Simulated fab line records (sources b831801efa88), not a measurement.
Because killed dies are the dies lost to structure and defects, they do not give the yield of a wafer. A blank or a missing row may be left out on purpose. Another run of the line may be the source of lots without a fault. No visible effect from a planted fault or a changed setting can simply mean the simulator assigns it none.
fab line records -- flow sfq-line
record: lots: 14, wafers: 42, last-day: 89
route steps=325 shown M0@41 M1@68 M2@92
lots that met no fault: from a run of the same line without faults
start-h: hours from the record's opening day to when the first of the lot's shown wafers began -- wait-h: hours since the lot's step before -- " same as the row above -- L1.1+2: several wafers, shown together as one row -- - no value, or no start given -- * or withheld: withheld -- < > ~ a bound
route shown NAME@n: a module of which the file shows steps, and the number in the route of the first -- usual: average and standard deviation across the fault-free wafers -- same: alike in all rows -- chamber/n: place in a boat -- sites: the reading at each site -- _std_site: how widely they spread, as a standard deviation -- _edge_site: the outer-site mean with the inner-site mean subtracted -- radius-mm: how far each site lies from the wafer's centre -- mask NAME#n: copy n -- behind: the tool/chamber that last shaped the wafer -- hold: what put the lot on hold/how long, in hours/how the hold closed -- device: names the non-switching transistor (n, p or np) -- end of line: the route-end tests of the same wafers -- a step given without rows: its recipe and nothing more -- killed: dies lost to structure and defects at the first sort, not the wafer's yield -- map: shows each die of a wafer: x if killed, . if not, _ if none is there
set.NAME: the setting as run; set.NAME@STEP: as run at that earlier step -- model.NAME: the simulator's own value behind a step, which no gauge read
one table for each step of the route and one row for each wafer, over a sample of lots
services: a tool's chamber out of use, with start hour (start-h, from the record's first day; less than 0 if before it), hours out, and reason
== steps ==
step: SFQ_TRILAYER_M0_STRIP_STRIP_025
recipe: gas: O2, power-w: 200, platen-temp-c: 40, overash-fraction: 0.65, chemistry: O2, pressure-mtorr: 50
usual: drypump-motor-current-A: 5.55/0.22, oes-product-au: 0.994/0.0089
lot.wafer,tool,chamber,start-h,wait-h,drypump-motor-current-A,oes-product-au,rf-hours-counter-h
L639.1,rie-metal-02,1,114.13,0.1,5.82,1.002,39
L639.2,rie-metal-02,0,114.13,0.1,5.21,0.990,64
L639.6,rie-metal-02,0,114.13,0.1,5.20,0.988,-
L640.1,rie-metal-02,0,120.23,0.1,5.21,0.993,65
L640.4,rie-metal-02,0,120.23,0.1,5.23,0.997,-
L640.5,rie-metal-02,1,120.23,0.1,5.83,1.000,-
L644.1,rie-metal-04,1,146.51,0.1,5.56,0.983,71
L644.3,rie-metal-04,0,146.51,0.1,5.56,0.994,-
L644.4,rie-metal-04,1,146.51,0.1,5.57,0.985,-
L648.2,rie-metal-04,0,175.19,0.1,5.62,1.000,169
L648.4,rie-metal-04,0,175.19,0.1,5.60,1.002,-
L648.5,rie-metal-04,1,175.19,0.1,5.57,0.986,-
L650.2,rie-metal-02,0,189.55,0.1,5.24,1.004,78
L650.4,rie-metal-02,0,189.55,0.1,5.22,0.994,-
L650.6,rie-metal-02,0,189.55,0.1,5.21,1.000,-
L654.2,rie-metal-02,0,213.10,0.1,5.20,1.001,82
L654.4,rie-metal-02,1,213.10,0.1,5.81,0.996,-
L654.6,rie-metal-02,0,213.10,0.1,5.21,0.999,-
L655.2,rie-metal-04,0,217.08,0.4,5.58,0.985,-
L655.3,rie-metal-04,0,217.08,0.4,5.58,0.989,-
L655.5,rie-metal-04,0,217.08,0.4,5.59,0.992,-
L656.1,rie-metal-02,0,225.10,0.1,5.21,0.992,84
L656.4,rie-metal-02,1,225.10,0.1,5.84,1.009,-
L656.5,rie-metal-02,0,225.10,0.1,5.23,0.998,-
L657.2,rie-metal-04,0,229.90,0.1,5.58,0.995,180
L657.4,rie-metal-04,0,229.90,0.1,5.57,0.991,-
L657.6,rie-metal-04,1,229.90,0.1,5.56,0.996,-
L658.1,rie-metal-02,1,236.08,0.2,5.80,0.992,61
L658.2,rie-metal-02,1,236.08,0.2,5.83,0.997,-
L658.5,rie-metal-02,1,236.08,0.2,5.82,0.995,-
L659.1,rie-metal-04,1,240.70,0.1,5.56,0.992,89
L659.2,rie-metal-04,0,240.70,0.1,5.59,0.986,182
L659.5,rie-metal-04,0,240.70,0.1,5.59,0.994,-
L660.1,rie-metal-04,0,247.90,0.1,5.59,0.984,183
L660.3,rie-metal-04,0,247.90,0.1,5.58,0.980,-
L660.6,rie-metal-04,1,247.90,0.1,5.60,0.994,-
L661.1,rie-metal-04,0,254.91,0.1,5.59,0.996,184
L661.3,rie-metal-04,0,254.91,0.1,5.61,1.003,-
L661.4,rie-metal-04,1,254.91,0.1,5.55,0.988,-
L662.2,rie-metal-04,1,262.11,0.1,5.56,0.984,92
L662.4,rie-metal-04,0,262.11,0.1,5.60,0.985,-
L662.5,rie-metal-04,0,262.11,0.1,5.59,0.998,-
step: SFQ_M1_OVL_MEAS_911
usual: M1_OVL: 0/5.5
lot.wafer,tool,chamber,start-h,wait-h,M1_OVL[nm]
L639.1,overlay-02,-,323.76,0.1,-8
L639.2,overlay-02,-,323.76,0.1,-2
L639.6,overlay-02,-,323.76,0.1,-7
L640.1,overlay-02,-,330.96,0.1,-2
L640.4,overlay-02,-,330.96,0.1,-8
L640.5,overlay-02,-,330.96,0.1,-1
L644.1,overlay-01,-,380.59,0.1,-6
L644.3,overlay-01,-,380.59,0.1,-9
L644.4,overlay-01,-,380.59,0.1,-5
L648.2,overlay-01,-,423.89,0.1,2
L648.4,overlay-01,-,423.89,0.1,4
L648.5,overlay-01,-,423.89,0.1,12
L650.2,overlay-02,-,443.09,0.1,6
L650.4,overlay-02,-,443.09,0.1,4
L650.6,overlay-02,-,443.09,0.1,2
L654.2,overlay-01,-,469.49,0.1,2
L654.4,overlay-01,-,469.49,0.1,0
L654.6,overlay-01,-,469.49,0.1,8
L655.2,overlay-01,-,473.09,0.1,10
L655.3,overlay-01,-,473.09,0.1,4
L655.5,overlay-01,-,473.09,0.1,-1
L656.1,overlay-02,-,493.04,0.1,5
L656.4,overlay-02,-,493.04,0.1,3
L656.5,overlay-02,-,493.04,0.1,2
L657.2,overlay-02,-,495.44,0.1,-3
L657.4,overlay-02,-,495.44,0.1,-2
L657.6,overlay-02,-,495.44,0.1,-2
L658.1,overlay-02,-,507.24,0.1,-1
L658.2,overlay-02,-,507.24,0.1,-1
L658.5,overlay-02,-,507.24,0.1,0
L659.1,overlay-02,-,519.24,0.1,-7
L659.2,overlay-02,-,519.24,0.1,-7
L659.5,overlay-02,-,519.24,0.1,-12
L660.1,overlay-01,-,521.64,0.1,3
L660.3,overlay-01,-,521.64,0.1,-3
L660.6,overlay-01,-,521.64,0.1,5
L661.1,overlay-02,-,532.44,0.1,8
L661.3,overlay-02,-,532.44,0.1,1
L661.4,overlay-02,-,532.44,0.1,11
L662.2,overlay-01,-,542.04,0.1,8
L662.4,overlay-01,-,542.04,0.1,6
L662.5,overlay-01,-,542.04,0.1,8
step: SFQ_TRILAYER_M1_STRIP_STRIP_043
recipe: gas: O2, power-w: 200, platen-temp-c: 40, overash-fraction: 0.65, chemistry: O2, pressure-mtorr: 50
usual: drypump-motor-current-A: 5.53/0.18, oes-product-au: 1.002/0.011
lot.wafer,tool,chamber,start-h,wait-h,drypump-motor-current-A,oes-product-au,rf-hours-counter-h
L639.1,rie-metal-01,1,323.99,0.1,5.59,1.011,69
L639.2,rie-metal-01,0,323.99,0.1,5.40,1.002,127
L639.6,rie-metal-01,0,323.99,0.1,5.39,0.990,-
L640.1,rie-metal-03,1,331.19,0.1,5.78,1.014,48
L640.4,rie-metal-03,0,331.19,0.1,5.18,1.020,-
L640.5,rie-metal-03,0,331.19,0.1,5.16,1.022,-
L644.1,rie-metal-03,0,380.81,0.1,5.12,1.006,146
L644.3,rie-metal-03,0,380.81,0.1,5.17,1.012,-
L644.4,rie-metal-03,1,380.81,0.1,5.80,1.000,-
L648.2,rie-metal-04,0,424.11,0.1,5.60,1.000,12
L648.4,rie-metal-04,1,424.11,0.1,5.54,0.984,-
L648.5,rie-metal-04,1,424.11,0.1,5.56,0.984,-
L650.2,rie-metal-01,1,443.31,0.1,5.61,1.026,91
L650.4,rie-metal-01,1,443.31,0.1,5.64,1.023,-
L650.6,rie-metal-01,0,443.31,0.1,5.36,1.007,-
L654.2,rie-metal-03,1,469.71,0.1,5.79,1.004,73
L654.4,rie-metal-03,0,469.71,0.1,5.14,1.005,-
L654.6,rie-metal-03,1,469.71,0.1,5.80,1.008,-
L655.2,rie-metal-04,0,473.31,0.1,5.57,0.999,21
L655.3,rie-metal-04,1,473.31,0.1,5.57,0.986,-
L655.5,rie-metal-04,1,473.31,0.1,5.57,0.986,-
L656.1,rie-metal-01,0,493.26,0.1,5.42,1.005,159
L656.4,rie-metal-01,0,493.26,0.1,5.44,0.999,-
L656.5,rie-metal-01,0,493.26,0.1,5.42,1.007,-
L657.2,rie-metal-03,1,495.66,0.1,5.81,1.003,76
L657.4,rie-metal-03,0,495.66,0.1,5.19,1.010,-
L657.6,rie-metal-03,0,495.66,0.1,5.21,0.996,-
L658.1,rie-metal-01,1,507.46,0.1,5.61,1.004,103
L658.2,rie-metal-01,0,507.46,0.1,5.39,1.001,161
L658.5,rie-metal-01,0,507.46,0.1,5.41,0.997,-
L659.1,rie-metal-04,0,519.46,0.1,5.57,0.989,29
L659.2,rie-metal-04,1,519.46,0.1,5.59,0.982,140
L659.5,rie-metal-04,1,519.46,0.1,5.55,0.993,-
L660.1,rie-metal-01,1,521.86,0.1,5.59,1.009,105
L660.3,rie-metal-01,0,521.86,0.1,5.43,1.002,-
L660.6,rie-metal-01,1,521.86,0.1,5.61,1.008,-
L661.1,rie-metal-03,1,532.84,0.2,5.80,1.011,83
L661.3,rie-metal-03,1,532.84,0.2,5.80,1.011,-
L661.4,rie-metal-03,1,532.84,0.2,5.81,0.992,-
L662.2,rie-metal-01,1,542.64,0.4,5.60,1.009,-
L662.4,rie-metal-01,1,542.64,0.4,5.58,1.015,-
L662.5,rie-metal-01,1,542.64,0.4,5.56,1.013,-
step: SFQ_TRILAYER_M2_LITHO_COAT_062
recipe: resist: BARC, spin-rpm: 3000, resist-thk-nm: 62
lot.wafer,tool,chamber,start-h,wait-h
L639.1+2+6,litho-track-04,0,353.93,0.1
L640.1+4+5,litho-track-02,0,362.35,0.1
L644.1+3+4,litho-track-04,0,406.60,0.2
L648.2+4+5,litho-track-01,0,447.51,0.1
L650.2+4+6,litho-track-01,0,468.11,0.1
L654.2+4+6,litho-track-02,0,513.19,0.1
L655.2+3+5,litho-track-04,0,518.17,0.3
L656.1+4+5,litho-track-04,0,532.34,0.1
L657.2+4+6,litho-track-04,0,535.99,0.1
L658.1+2+5,litho-track-01,0,545.09,0.1
L659.1+2+5,litho-track-04,0,563.89,0.1
L660.1+3+6,litho-track-04,0,565.07,0.1
L661.1+3+4,litho-track-02,0,577.10,0.1
L662.2+4+5,litho-track-04,0,585.52,0.1
step: SFQ_TRILAYER_M2_BARC_OPEN_METAL_ETCH_077
recipe: mask-material: PR, chemistry: O2, target-depth-nm: 125, target: BARC, icp-w: 600, bias-w: 80, pressure-mtorr: 10, time-s: 41.7
usual: bias-w: 80.00/0.26, drypump-motor-current-A: 5.53/0.21, oes-product-au: 0.685/0.0044
lot.wafer,tool,chamber,start-h,wait-h,bias-w,drypump-motor-current-A,oes-product-au,rf-hours-counter-h
L639.1,rie-metal-01,1,377.45,0.0,80.24,5.56,0.681,78
L639.2,rie-metal-01,0,377.45,0.0,79.75,5.41,0.688,136
L639.6,rie-metal-01,0,377.45,0.0,80.07,5.39,0.686,-
L640.1,rie-metal-02,0,384.65,0.0,80.07,5.20,0.689,102
L640.4,rie-metal-02,0,384.65,0.0,80.27,5.21,0.685,-
L640.5,rie-metal-02,0,384.65,0.0,80.14,5.20,0.685,-
L644.1,rie-metal-02,1,423.43,0.0,80.17,5.81,0.682,99
L644.3,rie-metal-02,0,423.43,0.0,79.83,5.22,0.684,-
L644.4,rie-metal-02,1,423.43,0.0,79.97,5.80,0.690,-
L648.2,rie-metal-02,1,461.83,0.0,80.06,5.80,0.669,107
L648.4,rie-metal-02,1,461.83,0.0,80.41,5.81,0.665,-
L648.5,rie-metal-02,0,461.83,0.0,80.04,5.22,0.669,-
L650.2,rie-metal-02,0,502.32,0.0,80.26,5.22,0.665,122
L650.4,rie-metal-02,1,502.32,0.0,80.12,5.83,0.673,-
L650.6,rie-metal-02,0,502.32,0.0,79.63,5.23,0.667,-
L654.2,rie-metal-04,1,542.67,0.0,79.81,5.57,0.690,144
L654.4,rie-metal-04,1,542.67,0.0,79.94,5.60,0.685,-
L654.6,rie-metal-04,0,542.67,0.0,80.14,5.58,0.686,-
L655.2,rie-metal-04,1,554.24,0.0,80.09,5.50,0.689,146
L655.3,rie-metal-04,1,554.24,0.0,79.68,5.53,0.680,-
L655.5,rie-metal-04,1,554.24,0.0,80.09,5.54,0.688,-
L656.1,rie-metal-02,1,567.44,0.0,80.12,5.83,0.688,122
L656.4,rie-metal-02,0,567.44,0.0,79.86,5.24,0.688,-
L656.5,rie-metal-02,1,567.44,0.0,79.96,5.84,0.691,-
L657.2,rie-metal-02,0,571.04,0.0,80.47,5.23,0.678,133
L657.4,rie-metal-02,1,571.04,0.0,80.25,5.83,0.685,-
L657.6,rie-metal-02,0,571.04,0.0,80.27,5.22,0.686,-
L658.1,rie-metal-01,1,580.64,0.0,79.78,5.58,0.686,119
L658.2,rie-metal-01,0,580.64,0.0,80.41,5.40,0.692,5
L658.5,rie-metal-01,1,580.64,0.0,79.95,5.62,0.682,-
L659.1,rie-metal-01,1,596.24,0.0,80.31,5.59,0.686,123
L659.2,rie-metal-01,0,596.24,0.0,79.68,5.41,0.690,9
L659.5,rie-metal-01,0,596.24,0.0,79.76,5.41,0.690,-
L660.1,rie-metal-04,1,597.44,0.0,80.12,5.56,0.687,154
L660.3,rie-metal-04,0,597.44,0.0,80.18,5.60,0.682,-
L660.6,rie-metal-04,1,597.44,0.0,80.21,5.54,0.685,-
L661.1,rie-metal-04,1,610.64,0.0,79.98,5.55,0.688,157
L661.3,rie-metal-04,1,610.64,0.0,79.39,5.55,0.693,-
L661.4,rie-metal-04,0,610.64,0.0,79.99,5.60,0.685,-
L662.2,rie-metal-01,0,617.84,0.0,79.86,5.38,0.690,13
L662.4,rie-metal-01,0,617.84,0.0,80.03,5.38,0.691,-
L662.5,rie-metal-01,0,617.84,0.0,79.89,5.39,0.681,-
== services ==
tool,chamber,start-h,hours,kind
rie-metal-01,0,101.80,17.1,repair
rie-metal-02,-,125.59,2.1,repair
rie-metal-01,1,144.34,4.5,repair
rie-metal-01,-,173.05,0.4,repair
rie-metal-04,1,216.07,1.1,repair
rie-metal-02,0,225.87,27.9,repair
rie-metal-03,1,245.12,2.7,repair
rie-metal-02,0,278.45,27.7,repair
rie-metal-01,1,300.42,2.3,repair
rie-metal-04,0,320.21,-,clean
rie-metal-04,-,343.37,2.8,pm
rie-metal-04,-,348.70,2.5,repair
rie-metal-04,-,363.28,0.5,repair
rie-metal-02,-,367.95,0.2,repair
rie-metal-04,0,400.38,4.2,repair
rie-metal-02,-,446.38,1.4,pm
rie-metal-04,-,446.86,6.7,repair
rie-metal-02,-,477.06,2.8,pm
rie-metal-03,1,481.93,2.7,repair
rie-metal-02,-,492.57,2.2,repair
rie-metal-03,-,498.56,2.8,pm
rie-metal-01,1,549.42,3.4,repair
rie-metal-02,-,580.08,14.6,pm
rie-metal-04,1,580.87,3.0,repair
== key ==
first-sign: step: SFQ_TRILAYER_M2_BARC_OPEN_METAL_ETCH_077, reading: oes-product-au, direction: down, sigmas: 3.9, usual: 0.685, struck: 0.668
effect none on later readings
met-at SFQ_TRILAYER_M2_LITHO_COAT_062
struck-lots L648,L650
not-acting-at SFQ_TRILAYER_M0_STRIP_STRIP_025,SFQ_M1_OVL_MEAS_911,SFQ_TRILAYER_M1_STRIP_STRIP_043
fault: kind: process-parameter-drift, tool: litho-track-01, chamber: -, onset-h: 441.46, steps: SFQ_TRILAYER_M2_LITHO_COAT_062, channel: resist-thk-nm, offset: -3.1836, shape: step, end-h: 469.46, acts-in: these-recipes-only, stated: 62
